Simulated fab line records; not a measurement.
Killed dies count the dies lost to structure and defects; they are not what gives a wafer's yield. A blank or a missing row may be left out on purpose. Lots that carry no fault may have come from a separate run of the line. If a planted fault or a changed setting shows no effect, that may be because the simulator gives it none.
fab line records	flow sky130
[record] lots = 12	wafers = 36	last-day = 50
route steps=708 shown METAL1@435 VIA1@458 PAD_OPEN@708
lots that met no fault: from a run of the same line without faults
start-h: start of the lot's first displayed wafer, in hours after the record's first day	wait-h: how many hours have passed since the lot's step before this one	" identical to the entry in the row above	L1.1+2: one row covering several wafers at once	- no value present, or no start provided	* or withheld: withheld	< > ~ a bound
route shown NAME@n: NAME is a module with steps in the file, n the number in the route of the first one	usual: average and standard deviation across the fault-free wafers	same: alike in all rows	chamber/n: place in a boat	sites: the reading at each site	_std_site: how widely they spread, as a standard deviation	_edge_site: inner sites' mean taken away from outer sites' mean	radius-mm: for every site, how far away it sits from the centre of the wafer	mask NAME#n: copy n	behind: tool/chamber where the wafer was last shaped	hold: the reason the lot was held/the length of the hold in hours/how it ended	device: the transistor (n, p or np) that didn't switch	end of line: at the end of the route, the tests of the same wafers	step lacking rows: just its recipe	killed: not the wafer's yield, but the dies lost to structure and defects at the first sort	map: the dies of a wafer, with x for killed, . for not killed, _ for no die there
set.NAME: the setting that was run; set.NAME@STEP: the one run at that earlier step	model.NAME: the simulator's own value behind a step, which no gauge read
one table for each step of the route and one row for each wafer, over a sample of lots
services: when a tool's chamber went out of use (start-h, in hours from the record's first day, below 0 if earlier), for how many hours, and the reason
[[steps]]
[step SKY_METAL1_SPUTTER_01]
[recipe] material = TiN	target-thk-nm = 20	power-w = 6500	time-s = 16.7	chamber-pressure-pa = 0.4
[usual] throttle-valve-pct = 30.3/1.2
lot.wafer	tool	chamber	start-h	wait-h	throttle-valve-pct
L640.1	pvd-sputter-01	-	731.84	0.0	28.9
L640.4	"	-	"	"	29.4
L640.5	"	-	"	"	29.4
L641.1	pvd-sputter-02	-	748.42	0.0	32.0
L641.3	"	-	"	"	31.1
L641.4	"	-	"	"	29.9
L643.1	pvd-sputter-02	-	780.52	0.0	31.3
L643.2	"	-	"	"	30.2
L643.6	"	-	"	"	30.1
L647.1	pvd-sputter-02	-	795.75	0.0	31.3
L647.4	"	-	"	"	31.8
L647.6	"	-	"	"	30.1
L648.2	pvd-sputter-01	-	800.57	0.0	29.5
L648.3	"	-	"	"	31.6
L648.5	"	-	"	"	29.5
L652.1	pvd-sputter-01	-	836.27	0.0	30.8
L652.2	"	-	"	"	29.7
L652.4	"	-	"	"	28.9
L653.1	pvd-sputter-01	-	839.63	0.0	29.5
L653.3	"	-	"	"	31.4
L653.6	"	-	"	"	31.5
L654.1	pvd-sputter-02	-	842.94	0.0	31.9
L654.3	"	-	"	"	31.1
L654.6	"	-	"	"	32.2
L655.1	pvd-sputter-04	-	853.99	0.0	27.9
L655.3	"	-	"	"	30.1
L655.5	"	-	"	"	28.0
L658.1	pvd-sputter-02	-	870.01	0.0	29.9
L658.2	"	-	"	"	31.8
L658.5	"	-	"	"	30.9
L660.3	pvd-sputter-04	-	893.18	0.0	29.7
L660.4	"	-	"	"	27.7
L660.5	"	-	"	"	29.9
L663.2	pvd-sputter-01	-	917.73	0.0	31.4
L663.3	"	-	"	"	28.8
L663.4	"	-	"	"	29.6
[step SKY_METAL1_RS_MEAS_05]
[recipe] thk-meas-gauge = four-point-probe	reads = TiN_of_METAL1_SPUTTER_04+Ti_of_METAL1_SPUTTER_03+AlCu_of_METAL1_SPUTTER_02+TiN_of_METAL1_SPUTTER_01+Ti_of_METAL1_SPUTTER_00
[usual] METAL1_ALCU_RS = 0.1272/0.0012
lot.wafer	tool	chamber	start-h	wait-h	METAL1_ALCU_RS[ohm/sq]
L640.1	film-metro-03	-	731.96	0.0	0.1272
L640.4	"	-	"	"	0.1281
L640.5	"	-	"	"	0.1279
L641.1	film-metro-03	-	748.54	0.0	0.1242
L641.3	"	-	"	"	0.1277
L641.4	"	-	"	"	0.1255
L643.1	film-metro-02	-	780.64	0.0	0.1287
L643.2	"	-	"	"	0.1279
L643.6	"	-	"	"	0.1283
L647.1	film-metro-04	-	795.86	0.0	0.1286
L647.4	"	-	"	"	0.1297
L647.6	"	-	"	"	0.1286
L648.2	film-metro-02	-	800.71	0.0	0.1257
L648.3	"	-	"	"	0.1252
L648.5	"	-	"	"	0.1264
L652.1	film-metro-04	-	836.39	0.0	0.1239
L652.2	"	-	"	"	0.1267
L652.4	"	-	"	"	0.1263
L653.1	film-metro-04	-	839.74	0.0	0.1290
L653.3	"	-	"	"	0.1283
L653.6	"	-	"	"	0.1288
L654.1	film-metro-04	-	843.05	0.0	0.1267
L654.3	"	-	"	"	0.1281
L654.6	"	-	"	"	0.1263
L655.1	film-metro-02	-	854.10	0.0	0.1289
L655.3	"	-	"	"	0.1272
L655.5	"	-	"	"	0.1284
L658.1	film-metro-02	-	870.12	0.0	0.1262
L658.2	"	-	"	"	0.1258
L658.5	"	-	"	"	0.1273
L660.3	film-metro-02	-	893.34	0.1	0.1281
L660.4	"	-	"	"	0.1287
L660.5	"	-	"	"	0.1271
L663.2	film-metro-04	-	917.86	0.0	0.1264
L663.3	"	-	"	"	0.1273
L663.4	"	-	"	"	0.1281
[step SKY_METAL1_DESCUM_17]
[recipe] chemistry = O2	source-power-w = 150	bias-power-w = 0	pressure-mtorr = 10	temp-c = 40	time-s = 8
[usual] drypump-motor-current-A = 5.3/0.39	oes-product-au = 1.000/0.0077
lot.wafer	tool	chamber	start-h	wait-h	drypump-motor-current-A	oes-product-au	rf-hours-counter-h
L640.1	rie-metal-02	0	759.46	0.0	5.3	0.997	13
L640.4	"	0	"	"	5.3	0.999	-
L640.5	"	0	"	"	5.3	0.989	-
L641.1	rie-metal-04	1	775.72	0.0	4.7	1.007	4
L641.3	"	0	"	"	4.9	0.996	-
L641.4	"	1	"	"	4.7	1.014	-
L643.1	rie-metal-04	0	807.64	0.0	4.9	1.002	7
L643.2	"	1	"	"	4.7	1.010	5
L643.6	"	0	"	"	4.9	1.001	-
L647.1	rie-metal-02	0	822.93	0.0	5.3	1.004	15
L647.4	"	0	"	"	5.3	0.997	-
L647.6	"	0	"	"	5.3	0.988	-
L648.2	rie-metal-04	1	826.91	0.0	4.7	1.004	6
L648.3	"	0	"	"	4.9	1.008	-
L648.5	"	1	"	"	4.7	1.011	-
L652.1	rie-metal-04	0	862.16	0.0	4.9	1.002	9
L652.2	"	1	"	"	4.7	1.005	8
L652.4	"	1	"	"	4.7	1.014	-
L653.1	rie-metal-02	0	866.18	0.0	5.3	0.993	18
L653.3	"	0	"	"	5.3	1.007	-
L653.6	"	0	"	"	5.3	1.006	-
L654.1	rie-metal-04	1	869.21	0.0	4.7	1.004	8
L654.3	"	0	"	"	5.0	1.011	-
L654.6	"	0	"	"	4.9	0.988	-
L655.1	rie-metal-04	1	880.09	0.0	4.7	1.005	9
L655.3	"	0	"	"	4.9	0.989	-
L655.5	"	1	"	"	4.7	1.007	-
L658.1	rie-metal-02	0	896.48	0.0	5.3	1.004	0
L658.2	"	1	"	"	5.9	1.011	6
L658.5	"	0	"	"	5.3	1.009	-
L660.3	rie-metal-02	0	918.99	0.0	5.3	0.993	-
L660.4	"	1	"	"	5.9	1.005	-
L660.5	"	1	"	"	5.9	1.005	-
L663.2	rie-metal-03	0	942.56	0.0	5.4	0.991	9
L663.3	"	1	"	"	5.7	0.997	-
L663.4	"	0	"	"	5.4	0.992	-
[step SKY_VIA1_HDPCVD_00]
[recipe] material = SiO2	target-thk-nm = 1030	sigma-open-frac = 0.3	time-s = 171.7	temp-c = 400	sih4-flow-sccm = 60	pressure-mtorr = 6
[usual] sih4-flow-sccm = 59.99/0.19
lot.wafer	tool	chamber	start-h	wait-h	sih4-flow-sccm
L640.1	hdpcvd-01	0	760.98	0.0	60.12
L640.4	"	0	"	"	60.18
L640.5	"	1	"	"	59.95
L641.1	hdpcvd-02	1	776.55	0.0	59.88
L641.3	"	0	"	"	59.92
L641.4	"	1	"	"	59.94
L643.1	hdpcvd-01	2	808.42	0.0	60.00
L643.2	"	1	"	"	60.12
L643.6	"	1	"	"	60.14
L647.1	hdpcvd-01	2	823.89	0.0	60.03
L647.4	"	1	"	"	59.86
L647.6	"	0	"	"	60.18
L648.2	hdpcvd-01	2	827.69	0.0	60.09
L648.3	"	0	"	"	60.13
L648.5	"	0	"	"	60.14
L652.1	hdpcvd-02	0	862.95	0.0	59.86
L652.2	"	1	"	"	59.78
L652.4	"	1	"	"	59.83
L653.1	hdpcvd-02	2	866.96	0.0	60.14
L653.3	"	0	"	"	59.89
L653.6	"	2	"	"	60.06
L654.1	hdpcvd-01	0	870.00	0.0	30.17
L654.3	"	1	"	"	60.32
L654.6	"	2	"	"	60.18
L655.1	hdpcvd-01	0	880.90	0.0	30.38
L655.3	"	1	"	"	59.94
L655.5	"	1	"	"	60.26
L658.1	hdpcvd-02	2	897.26	0.0	59.77
L658.2	"	0	"	"	59.33
L658.5	"	2	"	"	59.86
L660.3	hdpcvd-02	2	919.84	0.0	60.08
L660.4	"	1	"	"	59.93
L660.5	"	0	"	"	59.83
L663.2	hdpcvd-02	2	943.41	0.0	59.98
L663.3	"	1	"	"	59.99
L663.4	"	0	"	"	60.10
[step SKY_VIA1_THK_MEAS_01]
[recipe] reads = SiO2_of_VIA1_HDPCVD_00
[usual] VIA1_HDPCVD_THK = 1027/10
lot.wafer	tool	chamber	start-h	wait-h	VIA1_HDPCVD_THK[nm]
L640.1	film-metro-04	-	761.09	0.1	1043
L640.4	"	-	"	"	1034
L640.5	"	-	"	"	1030
L641.1	film-metro-03	-	776.66	0.1	1034
L641.3	"	-	"	"	1023
L641.4	"	-	"	"	1028
L643.1	film-metro-03	-	808.53	0.1	1015
L643.2	"	-	"	"	1033
L643.6	"	-	"	"	1022
L647.1	film-metro-01	-	824.00	0.1	1019
L647.4	"	-	"	"	1031
L647.6	"	-	"	"	1014
L648.2	film-metro-04	-	827.81	0.1	1022
L648.3	"	-	"	"	1025
L648.5	"	-	"	"	1030
L652.1	film-metro-03	-	863.06	0.1	1026
L652.2	"	-	"	"	1025
L652.4	"	-	"	"	1025
L653.1	film-metro-03	-	867.07	0.1	1017
L653.3	"	-	"	"	1018
L653.6	"	-	"	"	1021
L654.1	film-metro-04	-	870.11	0.1	511
L654.3	"	-	"	"	1031
L654.6	"	-	"	"	1030
L655.1	film-metro-04	-	881.01	0.1	499
L655.3	"	-	"	"	1023
L655.5	"	-	"	"	1029
L658.1	film-metro-04	-	897.43	0.1	1053
L658.2	"	-	"	"	1036
L658.5	"	-	"	"	1033
L660.3	film-metro-04	-	919.98	0.1	1021
L660.4	"	-	"	"	1019
L660.5	"	-	"	"	1004
L663.2	film-metro-01	-	943.53	0.1	1037
L663.3	"	-	"	"	1018
L663.4	"	-	"	"	1018
[step SKY_PAD_OPEN_PROBE_99]
[usual] defect-limited-yield = 83.0/2	killed_at_M0_to_M3 = 43/7.1	killed_at_M4_up = 3.1/1.7	killed-at-contacts = 23/5.1	killed-at-front-end = 14/4.4	killed-at-other = 0.3/0.47	killed-dies = 84/9.9	killed-open = 45/6.6	killed-short = 38/6.8
[same] gross-dies = 492	killed-at-back-side = 0
lot.wafer	tool	chamber	start-h	wait-h	defect-limited-yield[%]	killed_at_M0_to_M3	killed_at_M4_up	killed-at-contacts	killed-at-front-end	killed-at-other	killed-dies	killed-open	killed-short
L640.1	prober-02	-	1075.45	0.1	84.1	44	3	22	9	0	78	39	39
L640.4	prober-02	-	1075.60	0.2	84.8	39	1	22	13	0	75	38	37
L640.5	prober-02	-	1075.65	0.2	85.6	38	1	18	14	0	71	48	23
L641.1	prober-01	-	1085.34	0.1	82.1	49	4	24	11	0	88	52	36
L641.3	prober-01	-	1085.44	0.2	81.9	50	2	16	21	0	89	52	37
L641.4	prober-01	-	1085.49	0.2	85.2	30	4	25	13	1	73	45	28
L643.1	prober-02	-	1109.77	0.1	82.1	43	3	26	16	0	88	45	43
L643.2	prober-02	-	1109.82	0.1	81.9	54	2	18	15	0	89	44	45
L643.6	prober-02	-	1110.02	0.2	82.7	44	2	21	16	2	85	44	41
L647.1	prober-01	-	1122.28	0.1	86.0	42	2	11	14	0	69	43	26
L647.4	prober-01	-	1122.43	0.2	86.0	34	1	23	11	0	69	41	28
L647.6	prober-01	-	1122.53	0.2	84.1	38	3	23	14	0	78	38	40
L648.2	prober-01	-	1126.59	0.1	84.8	43	0	18	14	0	75	34	41
L648.3	prober-01	-	1126.64	0.2	81.3	55	1	24	12	0	92	48	44
L648.5	prober-01	-	1126.74	0.2	85.6	36	1	17	16	1	71	35	36
L652.1	prober-01	-	1149.67	0.1	82.1	52	2	24	9	1	88	51	37
L652.2	prober-01	-	1149.72	0.1	82.9	51	4	20	9	0	84	49	35
L652.4	prober-01	-	1149.82	0.2	82.5	53	5	22	5	1	86	36	50
L653.1	prober-02	-	1155.94	0.1	82.7	41	3	26	15	0	85	51	34
L653.3	prober-02	-	1156.04	0.2	82.5	38	1	28	18	1	86	41	45
L653.6	prober-02	-	1156.19	0.2	84.3	41	1	24	11	0	77	41	36
L654.1	prober-01	-	1158.85	0.1	84.6	45	1	16	14	0	76	46	30
L654.3	prober-01	-	1158.95	0.2	83.5	43	3	22	12	1	81	43	38
L654.6	prober-01	-	1159.10	0.2	79.3	58	1	23	19	1	102	60	42
L655.1	prober-02	-	1165.38	0.1	83.1	49	2	22	10	0	83	41	42
L655.3	prober-02	-	1165.48	0.2	80.7	51	2	25	17	0	95	49	46
L655.5	prober-02	-	1165.58	0.2	85.8	35	2	20	12	1	70	44	26
L658.1	prober-02	-	1175.85	0.1	83.3	39	3	22	18	0	82	43	39
L658.2	prober-02	-	1175.90	0.1	83.7	42	2	21	14	1	80	47	33
L658.5	prober-02	-	1176.05	0.2	83.7	40	1	24	15	0	80	55	25
L660.3	prober-01	-	1187.15	0.2	85.4	41	4	16	10	1	72	38	34
L660.4	prober-01	-	1187.20	0.2	84.8	45	3	16	11	0	75	43	32
L660.5	prober-01	-	1187.25	0.2	83.9	37	3	25	14	0	79	47	32
L663.2	prober-02	-	1203.04	0.1	83.9	39	4	22	13	1	79	37	42
L663.3	prober-02	-	1203.09	0.2	83.3	43	3	29	7	0	82	40	42
L663.4	prober-02	-	1203.14	0.2	85.2	33	4	27	9	0	73	38	35
// killed by level:class
L640.1 VIA1:geometric-particle:open=8 METAL2:geometric-particle:short=8 LI_CONTACT:geometric-particle:open=5 CONTACT:geometric-particle:open=5 VIA3:geometric-particle:open=5 LOCAL_INTERCONNECT:geometric-particle:short=4 LI_CONTACT:geometric-particle:short=4 VIA2:geometric-particle:open=4
L640.4 CONTACT:geometric-particle:open=8 VIA2:geometric-particle:open=8 METAL2:geometric-particle:short=7 METAL1:geometric-particle:short=6 VIA1:geometric-particle:open=6 POLY_GATE:geometric-particle:short=4 LI_CONTACT:geometric-particle:open=4 LOCAL_INTERCONNECT:geometric-particle:short=4
L640.5 VIA1:geometric-particle:open=10 CONTACT:geometric-particle:open=7 POLY_GATE:geometric-particle:open=6 METAL2:geometric-particle:short=6 VIA3:geometric-particle:open=6 LI_CONTACT:geometric-particle:open=5 VIA2:geometric-particle:open=5 VIA1:geometric-particle:short=4
L641.1 VIA1:geometric-particle:open=11 VIA2:geometric-particle:open=10 LI_CONTACT:geometric-particle:open=7 CONTACT:geometric-particle:open=7 VIA3:geometric-particle:open=6 METAL3:geometric-particle:short=5 FIELD_ISO:geometric-particle:short=4 METAL2:geometric-particle:short=4
L641.3 VIA1:geometric-particle:open=14 CONTACT:geometric-particle:open=7 POLY_GATE:geometric-particle:short=6 VIA3:geometric-particle:open=5 LI_CONTACT:geometric-particle:open=5 FIELD_ISO:geometric-particle:open=4 POLY_GATE:geometric-particle:open=4 VIA2:geometric-particle:short=4
L641.4 LI_CONTACT:geometric-particle:open=9 CONTACT:geometric-particle:open=8 VIA3:geometric-particle:open=8 VIA1:geometric-particle:open=6 FIELD_ISO:geometric-particle:open=4 METAL1:geometric-particle:short=4 METAL2:geometric-particle:short=4 VIA2:geometric-particle:open=4
L643.1 CONTACT:geometric-particle:open=11 VIA1:geometric-particle:open=9 CONTACT:geometric-particle:short=7 METAL1:geometric-particle:short=7 METAL3:geometric-particle:short=7 METAL2:geometric-particle:short=5 FIELD_ISO:geometric-particle:short=4 VIA2:geometric-particle:open=4
L643.2 VIA1:geometric-particle:open=11 METAL1:geometric-particle:short=8 CONTACT:geometric-particle:open=8 VIA1:geometric-particle:short=6 METAL2:geometric-particle:short=6 VIA2:geometric-particle:open=6 VIA3:geometric-particle:open=6 VIA2:geometric-particle:short=4
L643.6 VIA1:geometric-particle:open=15 CONTACT:geometric-particle:open=13 VIA1:geometric-particle:short=10 METAL1:geometric-particle:short=6 FIELD_ISO:geometric-particle:short=4 METAL2:geometric-particle:short=4 POLY_CUT:geometric-particle:short=3 LI_CONTACT:geometric-particle:open=3
L647.1 VIA1:geometric-particle:open=9 METAL1:geometric-particle:short=8 VIA3:geometric-particle:open=8 LI_CONTACT:geometric-particle:open=5 FIELD_ISO:geometric-particle:open=4 CONTACT:geometric-particle:open=4 VIA2:geometric-particle:open=4 METAL3:geometric-particle:short=4
L647.4 VIA1:geometric-particle:open=12 LI_CONTACT:geometric-particle:open=7 VIA1:geometric-particle:short=6 CONTACT:geometric-particle:open=5 VIA2:geometric-particle:open=5 LOCAL_INTERCONNECT:geometric-particle:short=4 VIA3:geometric-particle:open=4 FIELD_ISO:geometric-particle:open=3
L647.6 VIA1:geometric-particle:open=10 CONTACT:geometric-particle:open=8 FIELD_ISO:geometric-particle:short=5 CONTACT:geometric-particle:short=5 VIA3:geometric-particle:open=5 METAL1:geometric-particle:short=5 METAL3:geometric-particle:short=5 LOCAL_INTERCONNECT:geometric-particle:short=4
L648.2 VIA1:geometric-particle:open=13 VIA1:geometric-particle:short=7 CONTACT:geometric-particle:short=5 LI_CONTACT:geometric-particle:open=5 METAL1:geometric-particle:short=5 VIA3:geometric-particle:open=5 FIELD_ISO:geometric-particle:short=4 METAL2:geometric-particle:short=4
L648.3 VIA1:geometric-particle:open=16 CONTACT:geometric-particle:open=11 METAL2:geometric-particle:short=8 LI_CONTACT:geometric-particle:open=7 VIA2:geometric-particle:open=6 METAL1:geometric-particle:short=6 VIA2:geometric-particle:short=5 METAL3:geometric-particle:short=4
L648.5 VIA1:geometric-particle:open=8 VIA2:geometric-particle:short=6 FIELD_ISO:geometric-particle:short=5 CONTACT:geometric-particle:open=5 FIELD_ISO:geometric-particle:open=4 LI_CONTACT:geometric-particle:open=4 CONTACT:geometric-particle:short=4 VIA1:geometric-particle:short=4
L652.1 LI_CONTACT:geometric-particle:open=10 VIA1:geometric-particle:open=10 VIA3:geometric-particle:open=8 VIA2:geometric-particle:open=8 METAL2:geometric-particle:short=7 VIA2:geometric-particle:short=7 CONTACT:geometric-particle:open=6 POLY_GATE:geometric-particle:open=4
L652.2 VIA1:geometric-particle:open=12 VIA2:geometric-particle:open=8 CONTACT:geometric-particle:open=7 LI_CONTACT:geometric-particle:open=7 VIA1:geometric-particle:short=6 METAL2:geometric-particle:short=5 METAL1:geometric-particle:short=4 VIA3:geometric-particle:open=4
L652.4 METAL1:geometric-particle:short=12 VIA1:geometric-particle:open=10 METAL2:geometric-particle:short=6 CONTACT:geometric-particle:open=5 VIA1:geometric-particle:short=5 LI_CONTACT:geometric-particle:open=4 LI_CONTACT:geometric-particle:short=4 LOCAL_INTERCONNECT:geometric-particle:short=4
L653.1 VIA1:geometric-particle:open=13 CONTACT:geometric-particle:open=10 VIA3:geometric-particle:open=7 CONTACT:geometric-particle:short=5 VIA1:geometric-particle:short=5 VIA2:geometric-particle:open=5 POLY_GATE:geometric-particle:open=4 LI_CONTACT:geometric-particle:open=4
L653.3 CONTACT:geometric-particle:open=13 VIA1:geometric-particle:open=8 METAL2:geometric-particle:short=7 CONTACT:geometric-particle:short=6 METAL1:geometric-particle:short=6 POLY_GATE:geometric-particle:short=5 LOCAL_INTERCONNECT:geometric-particle:short=5 VIA3:geometric-particle:open=5
L653.6 VIA1:geometric-particle:open=8 CONTACT:geometric-particle:short=7 METAL1:geometric-particle:short=7 VIA1:geometric-particle:short=7 VIA2:geometric-particle:open=7 CONTACT:geometric-particle:open=6 LI_CONTACT:geometric-particle:open=5 VIA3:geometric-particle:open=5
L654.1 VIA1:geometric-particle:open=13 VIA2:geometric-particle:open=7 VIA3:geometric-particle:open=7 LI_CONTACT:geometric-particle:open=6 METAL1:geometric-particle:short=6 POLY_GATE:geometric-particle:open=5 METAL2:geometric-particle:short=5 CONTACT:geometric-particle:short=4
L654.3 VIA1:geometric-particle:open=15 CONTACT:geometric-particle:open=8 VIA1:geometric-particle:short=7 POLY_GATE:geometric-particle:short=6 METAL1:geometric-particle:short=5 VIA2:geometric-particle:open=5 POLY_GATE:geometric-particle:open=4 LI_CONTACT:geometric-particle:open=4
L654.6 VIA1:geometric-particle:open=14 CONTACT:geometric-particle:open=10 LI_CONTACT:geometric-particle:open=7 VIA2:geometric-particle:open=7 METAL2:geometric-particle:short=6 VIA3:geometric-particle:open=6 FIELD_ISO:geometric-particle:short=5 VIA2:geometric-particle:short=5
L655.1 VIA1:geometric-particle:open=11 VIA3:geometric-particle:open=9 METAL1:geometric-particle:short=7 CONTACT:geometric-particle:short=6 VIA3:geometric-particle:short=6 LI_CONTACT:geometric-particle:open=5 CONTACT:geometric-particle:open=5 FIELD_ISO:geometric-particle:short=4
L655.3 CONTACT:geometric-particle:open=8 METAL1:geometric-particle:short=7 VIA1:geometric-particle:open=7 VIA2:geometric-particle:open=7 VIA2:geometric-particle:short=7 POLY_GATE:geometric-particle:open=6 LI_CONTACT:geometric-particle:open=6 METAL2:geometric-particle:short=6
L655.5 LI_CONTACT:geometric-particle:open=8 CONTACT:geometric-particle:open=8 VIA1:geometric-particle:open=6 VIA2:geometric-particle:open=6 METAL1:geometric-particle:short=5 VIA3:geometric-particle:open=5 POLY_GATE:geometric-particle:open=4 FIELD_ISO:geometric-particle:open=3
L658.1 VIA1:geometric-particle:open=11 CONTACT:geometric-particle:open=7 LOCAL_INTERCONNECT:geometric-particle:short=6 FIELD_ISO:geometric-particle:short=5 POLY_GATE:geometric-particle:short=4 LI_CONTACT:geometric-particle:open=4 CONTACT:geometric-particle:short=4 VIA1:geometric-particle:short=4
L658.2 VIA1:geometric-particle:open=9 VIA3:geometric-particle:open=8 LI_CONTACT:geometric-particle:open=7 POLY_GATE:geometric-particle:open=5 CONTACT:geometric-particle:open=5 METAL2:geometric-particle:short=4 SPACER:geometric-particle:short=4 METAL1:geometric-particle:short=4
L658.5 VIA1:geometric-particle:open=14 CONTACT:geometric-particle:open=11 VIA2:geometric-particle:open=10 FIELD_ISO:geometric-particle:open=5 LI_CONTACT:geometric-particle:open=5 LOCAL_INTERCONNECT:geometric-particle:short=4 FIELD_ISO:geometric-particle:short=3 VIA3:geometric-particle:short=3
L660.3 VIA1:geometric-particle:open=9 METAL2:geometric-particle:short=9 VIA3:geometric-particle:open=6 VIA2:geometric-particle:open=5 CONTACT:geometric-particle:open=4 LI_CONTACT:geometric-particle:open=3 LOCAL_INTERCONNECT:geometric-particle:short=3 CONTACT:geometric-particle:short=3
L660.4 VIA1:geometric-particle:short=9 VIA2:geometric-particle:open=7 VIA1:geometric-particle:open=7 VIA3:geometric-particle:open=6 LI_CONTACT:geometric-particle:open=5 CONTACT:geometric-particle:open=5 FIELD_ISO:geometric-particle:open=4 VIA2:geometric-particle:short=3
L660.5 VIA1:geometric-particle:open=9 VIA2:geometric-particle:open=8 POLY_GATE:geometric-particle:open=7 CONTACT:geometric-particle:short=6 CONTACT:geometric-particle:open=6 VIA3:geometric-particle:open=6 LI_CONTACT:geometric-particle:open=5 LI_CONTACT:geometric-particle:short=5
L663.2 VIA1:geometric-particle:open=10 CONTACT:geometric-particle:open=7 FIELD_ISO:geometric-particle:short=6 VIA3:geometric-particle:short=6 LI_CONTACT:geometric-particle:open=6 LOCAL_INTERCONNECT:geometric-particle:short=5 METAL1:geometric-particle:short=5 METAL2:geometric-particle:short=5
L663.3 VIA1:geometric-particle:open=10 METAL1:geometric-particle:short=9 LI_CONTACT:geometric-particle:open=8 CONTACT:geometric-particle:open=8 LI_CONTACT:geometric-particle:short=5 FIELD_ISO:geometric-particle:short=4 METAL2:geometric-particle:short=4 VIA2:geometric-particle:open=4
L663.4 LI_CONTACT:geometric-particle:open=9 CONTACT:geometric-particle:open=8 VIA1:geometric-particle:open=6 VIA1:geometric-particle:short=5 METAL3:geometric-particle:short=4 CONTACT:geometric-particle:short=4 VIA2:geometric-particle:open=4 METAL2:geometric-particle:short=4
[[services]]
tool	chamber	start-h	hours	kind
rie-metal-03	-	728.13	1.4	pm
rie-metal-02	1	734.14	8.5	repair
pvd-sputter-01	2	735.25	-	consumable-replace:kit
pvd-sputter-01	2	735.25	18.0	scheduled-down
pvd-sputter-01	2	735.25	18.0	vent-cycle
hdpcvd-02	-	765.39	1.0	repair
rie-metal-03	-	777.08	0.6	repair
pvd-sputter-01	-	777.99	8.0	repair
pvd-sputter-01	-	798.65	1.4	repair
rie-metal-02	0	808.44	5.5	repair
rie-metal-02	1	822.84	14.7	repair
pvd-sputter-02	-	834.49	2.3	repair
rie-metal-04	-	845.63	0.4	repair
pvd-sputter-01	-	854.80	13.4	repair
pvd-sputter-02	-	863.15	2.3	repair
hdpcvd-02	1	879.83	23.4	repair
pvd-sputter-04	-	881.61	1.2	repair
rie-metal-04	-	883.74	0.8	repair
pvd-sputter-01	-	884.34	2.2	repair
rie-metal-02	1	897.76	6.1	repair
pvd-sputter-02	-	898.36	3.4	repair
hdpcvd-01	-	915.88	6.0	pm
pvd-sputter-01	-	917.96	1.3	repair
hdpcvd-01	1	926.71	10.7	repair
[[key]]
[first-sign] step = SKY_VIA1_HDPCVD_00	reading = sih4-flow-sccm	direction = down	sigmas = 99+	usual = 59.99	struck = 30.27
[effect] step = SKY_VIA1_THK_MEAS_01	reading = VIA1_HDPCVD_THK	direction = down	sigmas = 50	usual = 1027	struck = 505
met-at SKY_VIA1_HDPCVD_00
struck-lots L654,L655
struck-wafers L654.1,L655.1
not-acting-at SKY_METAL1_SPUTTER_01,SKY_METAL1_RS_MEAS_05,SKY_METAL1_DESCUM_17
onset-between 827.69 870.00
[fault] kind = process-parameter-drift	tool = hdpcvd-01	chamber = 0	onset-h = 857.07	steps = SKY_VIA1_HDPCVD_00	channel = sih4-flow-sccm	offset = -30	shape = step	end-h = 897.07	acts-in = these-recipes-only	stated = 60
